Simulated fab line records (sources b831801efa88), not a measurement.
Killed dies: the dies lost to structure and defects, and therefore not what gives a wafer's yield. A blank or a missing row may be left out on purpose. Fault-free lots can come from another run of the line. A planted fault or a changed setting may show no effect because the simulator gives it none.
fab line records ; flow gf180mcu
record lots=12; wafers=36; lastDay=34
route steps=602 shown NWELL@51 M1@332 V1@338
lots with no fault: from the same line, run without faults
startH: hours from the record's first day to the start of the lot's first wafer shown ; waitH: hours elapsed since this lot's preceding step ; " the same as in the row above ; L1.1+2: several wafers, shown together as one row ; - no value, or no start was given ; * or withheld: withheld ; < > ~ a bound
route shown NAME@n: NAME is a module with steps in the file, n the number in the route of the first one ; usual: mean and standard deviation over wafers with no fault ; same: alike in all rows ; chamber/n: place in a boat ; sites: readings site by site ; _std_site: the standard deviation of these ; _edge_site: mean of outer sites minus mean of inner sites ; radiusMm: how far each site lies from the wafer's centre ; mask NAME#n: copy n ; behind: the tool/chamber that last shaped the wafer ; hold: why the lot went on hold/how many hours it stayed there/how the hold came to an end ; device: names the non-switching transistor (n, p or np) ; end of line: tests of these same wafers at the route's end ; where a step has no rows: the recipe by itself ; killed: the dies lost at the first sort to structure and to defects; this is not the yield of the wafer ; map: a wafer's dies, marking killed ones x, the rest . and places with no die _
set.NAME: the setting the step ran with; set.NAME@STEP: the setting that earlier step ran with ; model.NAME: the simulator's own value behind a step, which no gauge read
the route's steps for a sample of lots (tables are steps, rows are wafers)
services: from which hour (startH, from the record's first day; less than 0 if before it) a tool's chamber was out of use, for how many hours, and why
## steps
# step GF_NWELL_IMPLANT_09
# recipe species=P; energyKev=160; doseCm2=4e+12; tiltDeg=0
# usual doseIonsCm2=4e+12/4.7e+09; faradayCurrentUA=22.6/0.48
lot.wafer;tool;chamber;startH;waitH;doseIonsCm2;faradayCurrentUA
L704.3;implanter-03;0;55.77;0.1;4e+12;23.3
L704.5;implanter-03;0;55.77;0.1;4.002e+12;22.0
L704.6;implanter-03;0;55.77;0.1;3.988e+12;22.3
L705.1;implanter-03;0;63.26;0.1;4.001e+12;21.6
L705.2;implanter-03;0;63.26;0.1;3.995e+12;22.9
L705.5;implanter-03;0;63.26;0.1;4.002e+12;22.8
L706.2;implanter-04;0;68.14;0.1;3.998e+12;22.3
L706.4;implanter-04;0;68.14;0.1;3.997e+12;22.2
L706.5;implanter-04;0;68.14;0.1;3.998e+12;22.9
L708.2;implanter-04;0;78.69;0.1;4.001e+12;23.4
L708.3;implanter-04;0;78.69;0.1;3.998e+12;22.9
L708.4;implanter-04;0;78.69;0.1;4.003e+12;23.1
L711.1;implanter-04;0;94.07;0.1;3.997e+12;23.2
L711.2;implanter-04;0;94.07;0.1;4.001e+12;22.6
L711.4;implanter-04;0;94.07;0.1;3.993e+12;22.4
L712.1;implanter-03;0;100.82;0.1;3.999e+12;22.7
L712.2;implanter-03;0;100.82;0.1;3.993e+12;22.9
L712.3;implanter-03;0;100.82;0.1;3.997e+12;22.2
L713.1;implanter-03;0;105.87;0.1;4.007e+12;21.8
L713.2;implanter-03;0;105.87;0.1;4.008e+12;22.6
L713.6;implanter-03;0;105.87;0.1;4.006e+12;22.3
L715.1;implanter-04;0;116.97;0.1;2.6014e+13;155.4
L715.3;implanter-04;0;116.97;0.1;2.6017e+13;144.6
L715.4;implanter-04;0;116.97;0.1;2.602e+13;142.7
L716.4;implanter-04;0;122.09;0.1;2.6018e+13;146.8
L716.5;implanter-04;0;122.09;0.1;2.6016e+13;145.7
L716.6;implanter-04;0;122.09;0.1;2.6013e+13;141.5
L724.1;implanter-01;0;164.67;0.1;4.001e+12;23.0
L724.2;implanter-01;0;164.67;0.1;3.995e+12;21.6
L724.5;implanter-01;0;164.67;0.1;3.999e+12;22.8
L725.1;implanter-01;0;170.87;0.1;4.004e+12;22.7
L725.3;implanter-01;0;170.87;0.1;4.006e+12;22.2
L725.6;implanter-01;0;170.87;0.1;4.005e+12;23.1
L726.1;implanter-01;0;176.47;0.1;4.004e+12;22.1
L726.2;implanter-01;0;176.47;0.1;3.998e+12;22.5
L726.5;implanter-01;0;176.47;0.1;3.999e+12;22.5
# step GF_NWELL_TW_MEAS_11
# usual NWELL_TW=1599/15
lot.wafer;tool;chamber;startH;waitH;NWELL_TW
L704.3;filmMetro-01;-;55.99;0.1;1612
L704.5;filmMetro-01;-;55.99;0.1;1602
L704.6;filmMetro-01;-;55.99;0.1;1606
L705.1;filmMetro-03;-;63.51;0.1;1612
L705.2;filmMetro-03;-;63.51;0.1;1608
L705.5;filmMetro-03;-;63.51;0.1;1616
L706.2;filmMetro-03;-;68.38;0.1;1626
L706.4;filmMetro-03;-;68.38;0.1;1611
L706.5;filmMetro-03;-;68.38;0.1;1619
L708.2;filmMetro-03;-;78.93;0.1;1610
L708.3;filmMetro-03;-;78.93;0.1;1614
L708.4;filmMetro-03;-;78.93;0.1;1623
L711.1;filmMetro-01;-;94.32;0.1;1594
L711.2;filmMetro-01;-;94.32;0.1;1598
L711.4;filmMetro-01;-;94.32;0.1;1593
L712.1;filmMetro-03;-;101.07;0.1;1609
L712.2;filmMetro-03;-;101.07;0.1;1601
L712.3;filmMetro-03;-;101.07;0.1;1600
L713.1;filmMetro-03;-;106.12;0.1;1612
L713.2;filmMetro-03;-;106.12;0.1;1606
L713.6;filmMetro-03;-;106.12;0.1;1600
L715.1;filmMetro-03;-;117.22;0.1;1927
L715.3;filmMetro-03;-;117.22;0.1;1934
L715.4;filmMetro-03;-;117.22;0.1;1934
L716.4;filmMetro-01;-;122.29;0.1;1923
L716.5;filmMetro-01;-;122.29;0.1;1924
L716.6;filmMetro-01;-;122.29;0.1;1917
L724.1;filmMetro-01;-;164.92;0.1;1601
L724.2;filmMetro-01;-;164.92;0.1;1597
L724.5;filmMetro-01;-;164.92;0.1;1604
L725.1;filmMetro-01;-;171.12;0.1;1599
L725.3;filmMetro-01;-;171.12;0.1;1604
L725.6;filmMetro-01;-;171.12;0.1;1585
L726.1;filmMetro-01;-;176.72;0.1;1602
L726.2;filmMetro-01;-;176.72;0.1;1599
L726.5;filmMetro-01;-;176.72;0.1;1605
# step GF_VT_IMPLANT_RS_MEAS_47
# recipe thkMeasGauge=four-point-probe
# usual NWELL_RS=487.8/1.2
lot.wafer;tool;chamber;startH;waitH;NWELL_RS[ohm/sq]
L704.3;filmMetro-04;-;158.53;0.1;487.4
L704.5;filmMetro-04;-;158.53;0.1;488.5
L704.6;filmMetro-04;-;158.53;0.1;487.8
L705.1;filmMetro-03;-;168.69;0.1;489.4
L705.2;filmMetro-03;-;168.69;0.1;489.8
L705.5;filmMetro-03;-;168.69;0.1;488.9
L706.2;filmMetro-04;-;174.37;0.1;486.0
L706.4;filmMetro-04;-;174.37;0.1;487.9
L706.5;filmMetro-04;-;174.37;0.1;486.3
L708.2;filmMetro-01;-;187.27;0.1;487.5
L708.3;filmMetro-01;-;187.27;0.1;487.4
L708.4;filmMetro-01;-;187.27;0.1;488.4
L711.1;filmMetro-04;-;206.00;0.1;489.4
L711.2;filmMetro-04;-;206.00;0.1;488.1
L711.4;filmMetro-04;-;206.00;0.1;487.9
L712.1;filmMetro-01;-;211.29;0.1;489.8
L712.2;filmMetro-01;-;211.29;0.1;488.9
L712.3;filmMetro-01;-;211.29;0.1;489.2
L713.1;filmMetro-03;-;219.44;0.1;486.3
L713.2;filmMetro-03;-;219.44;0.1;487.5
L713.6;filmMetro-03;-;219.44;0.1;487.9
L715.1;filmMetro-01;-;233.35;0.1;312.4
L715.3;filmMetro-01;-;233.35;0.1;311.7
L715.4;filmMetro-01;-;233.35;0.1;312.1
L716.4;filmMetro-04;-;238.21;0.1;311.7
L716.5;filmMetro-04;-;238.21;0.1;311.3
L716.6;filmMetro-04;-;238.21;0.1;311.4
L724.1;filmMetro-04;-;288.60;0.1;489.0
L724.2;filmMetro-04;-;288.60;0.1;488.8
L724.5;filmMetro-04;-;288.60;0.1;488.6
L725.1;filmMetro-01;-;297.70;0.1;487.2
L725.3;filmMetro-01;-;297.70;0.1;488.1
L725.6;filmMetro-01;-;297.70;0.1;488.0
L726.1;filmMetro-04;-;314.30;0.1;487.2
L726.2;filmMetro-04;-;314.30;0.1;487.5
L726.5;filmMetro-04;-;314.30;0.1;487.4
# step GF_M1_STRIP_17
# recipe chemistry=O2/N2; powerW=1400; pressureMtorr=1500; platenTempC=250; o2FlowSccm=3000; n2FlowSccm=300; overashFraction=0.5
# usual drypumpMotorCurrentA=5.5/0.42; heaterPowerW=328/27; oesProductAu=0.557/0.0048; platenTempC=249.99/0.17; stripTimeToEndpointS=7.86/0.038
lot.wafer;tool;chamber;startH;waitH;drypumpMotorCurrentA;heaterPowerW;oesProductAu;platenTempC;rfHoursCounterH;stripTimeToEndpointS
L704.3;plasmaAsher-04;0;388.62;0.1;5.9;289;0.560;250.14;-;7.85
L704.5;plasmaAsher-04;0;388.62;0.1;5.9;290;0.565;250.06;-;7.89
L704.6;plasmaAsher-04;1;388.62;0.1;6.0;372;0.556;250.18;-;7.91
L705.1;plasmaAsher-01;0;400.84;0.1;5.7;350;0.553;249.96;29;7.82
L705.2;plasmaAsher-01;1;400.84;0.1;5.4;286;0.564;250.09;29;7.83
L705.5;plasmaAsher-01;1;400.84;0.1;5.4;290;0.565;250.10;-;7.86
L706.2;plasmaAsher-03;0;406.49;0.1;4.8;336;0.558;249.82;80;7.84
L706.4;plasmaAsher-03;1;406.49;0.1;5.8;337;0.558;249.91;-;7.89
L706.5;plasmaAsher-03;0;406.49;0.1;4.8;324;0.560;249.99;-;7.86
L708.2;plasmaAsher-03;1;433.65;0.1;5.8;324;0.551;250.17;83;7.81
L708.3;plasmaAsher-03;0;433.65;0.1;4.8;330;0.557;249.66;-;7.84
L708.4;plasmaAsher-03;1;433.65;0.1;5.8;333;0.561;249.93;-;7.79
L711.1;plasmaAsher-04;0;461.95;0.2;5.9;289;0.558;250.01;66;7.85
L711.2;plasmaAsher-04;1;461.95;0.2;6.0;374;0.556;249.97;66;7.82
L711.4;plasmaAsher-04;0;461.95;0.2;5.9;281;0.555;250.03;-;7.88
L712.1;plasmaAsher-01;1;462.00;0.1;5.4;294;0.562;249.98;35;7.90
L712.2;plasmaAsher-01;0;462.00;0.1;5.7;347;0.551;250.14;35;7.84
L712.3;plasmaAsher-01;1;462.00;0.1;5.4;292;0.559;250.06;-;7.85
L713.1;plasmaAsher-04;1;480.09;0.1;6.0;369;0.558;250.04;69;7.89
L713.2;plasmaAsher-04;0;480.09;0.1;5.9;294;0.552;249.90;69;7.85
L713.6;plasmaAsher-04;0;480.09;0.1;5.9;282;0.555;249.82;-;7.85
L715.1;plasmaAsher-01;0;497.20;0.1;5.7;361;0.558;250.14;39;7.85
L715.3;plasmaAsher-01;0;497.20;0.1;5.7;352;0.555;249.85;-;7.85
L715.4;plasmaAsher-01;1;497.20;0.1;5.4;296;0.556;249.98;-;7.82
L716.4;plasmaAsher-03;0;501.18;0.1;4.8;333;0.556;250.04;-;7.86
L716.5;plasmaAsher-03;1;501.18;0.1;5.8;331;0.553;250.10;-;7.87
L716.6;plasmaAsher-03;0;501.18;0.1;4.8;329;0.555;249.90;-;7.89
L724.1;plasmaAsher-01;1;561.94;0.1;5.4;293;0.561;250.07;46;7.93
L724.2;plasmaAsher-01;0;561.94;0.1;5.7;341;0.560;250.14;46;7.89
L724.5;plasmaAsher-01;1;561.94;0.1;5.4;295;0.563;250.13;-;7.89
L725.1;plasmaAsher-01;1;568.14;0.1;5.4;296;0.560;249.92;47;7.88
L725.3;plasmaAsher-01;0;568.14;0.1;5.7;344;0.561;250.55;-;7.85
L725.6;plasmaAsher-01;1;568.14;0.1;5.4;286;0.555;249.86;-;7.87
L726.1;plasmaAsher-03;1;587.15;0.1;5.8;314;0.559;250.29;99;7.85
L726.2;plasmaAsher-03;0;587.15;0.1;4.8;332;0.563;250.10;99;7.86
L726.5;plasmaAsher-03;1;587.15;0.1;5.8;332;0.561;250.02;-;7.82
# step GF_V1_THK_MEAS_03
# recipe reads=SiO2_of_V1_CVD_02
# usual V1_CVD_02_THK=847/10
lot.wafer;tool;chamber;startH;waitH;V1_CVD_02_THK[nm]
L704.3;filmMetro-02;-;389.34;0.1;847
L704.5;filmMetro-02;-;389.34;0.1;865
L704.6;filmMetro-02;-;389.34;0.1;858
L705.1;filmMetro-01;-;401.58;0.0;850
L705.2;filmMetro-01;-;401.58;0.0;840
L705.5;filmMetro-01;-;401.58;0.0;848
L706.2;filmMetro-02;-;407.23;0.0;863
L706.4;filmMetro-02;-;407.23;0.0;866
L706.5;filmMetro-02;-;407.23;0.0;853
L708.2;filmMetro-01;-;434.40;0.0;827
L708.3;filmMetro-01;-;434.40;0.0;828
L708.4;filmMetro-01;-;434.40;0.0;839
L711.1;filmMetro-04;-;462.68;0.0;839
L711.2;filmMetro-04;-;462.68;0.0;844
L711.4;filmMetro-04;-;462.68;0.0;859
L712.1;filmMetro-02;-;462.74;0.0;846
L712.2;filmMetro-02;-;462.74;0.0;853
L712.3;filmMetro-02;-;462.74;0.0;843
L713.1;filmMetro-04;-;480.84;0.0;839
L713.2;filmMetro-04;-;480.84;0.0;831
L713.6;filmMetro-04;-;480.84;0.0;844
L715.1;filmMetro-02;-;497.94;0.0;827
L715.3;filmMetro-02;-;497.94;0.0;846
L715.4;filmMetro-02;-;497.94;0.0;861
L716.4;filmMetro-01;-;501.92;0.0;839
L716.5;filmMetro-01;-;501.92;0.0;844
L716.6;filmMetro-01;-;501.92;0.0;852
L724.1;filmMetro-04;-;562.68;0.0;834
L724.2;filmMetro-04;-;562.68;0.0;855
L724.5;filmMetro-04;-;562.68;0.0;849
L725.1;filmMetro-02;-;568.92;0.1;834
L725.3;filmMetro-02;-;568.92;0.1;860
L725.6;filmMetro-02;-;568.92;0.1;855
L726.1;filmMetro-02;-;587.88;0.0;843
L726.2;filmMetro-02;-;587.88;0.0;843
L726.5;filmMetro-02;-;587.88;0.0;855
# step GF_V1_ETCH_16
# recipe chemistry=N2/H2; targetDepthA=withheld; overetchA=withheld; timeS=withheld; target=BARC; ionEnergyEv=200; sourceW=500; biasW=100; pressureMtorr=30; n2FlowSccm=100; h2FlowSccm=200
# usual drypumpMotorCurrentA=5.7/0.47; oesProductAu=0.854/0.0047; throttleValvePct=13.225/0.0094
lot.wafer;tool;chamber;startH;waitH;drypumpMotorCurrentA;oesProductAu;throttleValvePct
L704.3;rieDiel-01;0;413.38;0.0;5.5;0.852;13.238
L704.5;rieDiel-01;2;413.38;0.0;6.6;0.856;13.227
L704.6;rieDiel-01;3;413.38;0.0;5.9;0.863;13.214
L705.1;rieDiel-04;3;426.17;0.0;6.0;0.850;13.214
L705.2;rieDiel-04;2;426.17;0.0;5.9;0.857;13.225
L705.5;rieDiel-04;0;426.17;0.0;6.0;0.853;13.230
L706.2;rieDiel-01;2;431.28;0.0;6.6;0.857;13.223
L706.4;rieDiel-01;0;431.28;0.0;5.5;0.851;13.230
L706.5;rieDiel-01;1;431.28;0.0;4.8;0.856;13.203
L708.2;rieDiel-02;3;458.88;0.0;5.5;0.852;13.223
L708.3;rieDiel-02;2;458.88;0.0;5.3;0.854;13.226
L708.4;rieDiel-02;0;458.88;0.0;6.0;0.846;13.225
L711.1;rieDiel-01;3;487.29;0.0;5.9;0.854;13.236
L711.2;rieDiel-01;0;487.29;0.0;5.5;0.856;13.227
L711.4;rieDiel-01;2;487.29;0.0;6.6;0.860;13.228
L712.1;rieDiel-04;1;487.43;0.0;5.5;0.853;13.215
L712.2;rieDiel-04;2;487.43;0.0;5.9;0.845;13.215
L712.3;rieDiel-04;3;487.43;0.0;6.0;0.850;13.232
L713.1;rieDiel-02;3;505.89;0.0;5.5;0.855;13.227
L713.2;rieDiel-02;0;505.89;0.0;6.0;0.850;13.221
L713.6;rieDiel-02;2;505.89;0.0;5.3;0.846;13.227
L715.1;rieDiel-02;1;522.24;0.0;5.6;0.859;13.220
L715.3;rieDiel-02;2;522.24;0.0;5.3;0.853;13.220
L715.4;rieDiel-02;3;522.24;0.0;5.5;0.856;13.229
L716.4;rieDiel-01;1;525.82;0.0;4.8;0.855;13.226
L716.5;rieDiel-01;1;525.82;0.0;4.8;0.850;13.208
L716.6;rieDiel-01;0;525.82;0.0;5.5;0.853;13.226
L724.1;rieDiel-04;0;585.08;0.0;6.0;0.849;13.225
L724.2;rieDiel-04;2;585.08;0.0;5.9;0.850;13.220
L724.5;rieDiel-04;1;585.08;0.0;5.5;0.860;13.228
L725.1;rieDiel-01;0;591.39;0.0;5.5;0.853;13.219
L725.3;rieDiel-01;2;591.39;0.0;6.6;0.849;13.239
L725.6;rieDiel-01;2;591.39;0.0;6.6;0.852;13.208
L726.1;rieDiel-01;2;610.44;0.0;6.6;0.861;13.218
L726.2;rieDiel-01;1;610.44;0.0;4.8;0.859;13.212
L726.5;rieDiel-01;1;610.44;0.0;4.8;0.859;13.225
## services
tool;chamber;startH;hours;kind
rieDiel-01;-;32.84;0.7;repair
implanter-04;-;37.52;20.5;repair
plasmaAsher-03;-;41.43;5.5;repair
implanter-04;-;45.95;3.0;repair
rieDiel-01;1;46.33;3.7;repair
implanter-04;-;64.51;3.4;pm
plasmaAsher-01;-;108.75;9.0;pm
rieDiel-01;0;155.65;8.2;repair
implanter-04;-;166.61;4.8;pm
rieDiel-01;2;174.50;7.4;repair
implanter-04;-;202.19;3.1;repair
plasmaAsher-01;-;214.95;0.4;repair
implanter-04;-;231.69;2.8;repair
implanter-04;-;237.09;19.8;pm
rieDiel-01;3;264.63;6.4;repair
rieDiel-01;3;298.59;10.1;repair
rieDiel-01;3;313.35;3.0;repair
plasmaAsher-01;-;339.92;7.9;repair
rieDiel-01;0;368.28;11.9;repair
implanter-04;-;397.74;11.6;repair
rieDiel-01;2;488.43;12.7;repair
rieDiel-01;0;495.07;10.8;repair
implanter-04;-;553.51;4.4;pm
implanter-04;-;566.74;1.4;repair
## key
firstSign step=GF_NWELL_IMPLANT_09; reading=doseIonsCm2; direction=up; sigmas=99+; usual=4e+12; struck=2.6016e+13
effect step=GF_NWELL_IMPLANT_09; reading=faradayCurrentUA; direction=up; sigmas=99+; usual=22.6; struck=146.1
effect step=GF_NWELL_TW_MEAS_11; reading=NWELL_TW; direction=up; sigmas=22; usual=1599; struck=1926
effect step=GF_VT_IMPLANT_RS_MEAS_47; reading=NWELL_RS; direction=down; sigmas=99+; usual=487.8; struck=311.8
metAt GF_NWELL_IMPLANT_09
struckLots L715,L716
testerLeftOut L715,L716
notActingAt GF_M1_STRIP_17,GF_V1_THK_MEAS_03,GF_V1_ETCH_16
onsetBetween 94.07 116.97
fault kind=processParameterDrift; tool=implanter-04; chamber=-; onsetH=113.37; steps=GF_NWELL_IMPLANT_09; channel=doseCm2; offset=2.2016e+13; shape=step; endH=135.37; actsIn=theseRecipesOnly; stated=4e+12
# testerLeftOut: of these lots the tester's yield and bins aren't shown, on N5 and GAA mostly nor the transistor test; their killed dies are dies lost to structure and defects alone, not to doping, threshold or leakage, so they don't give the yield
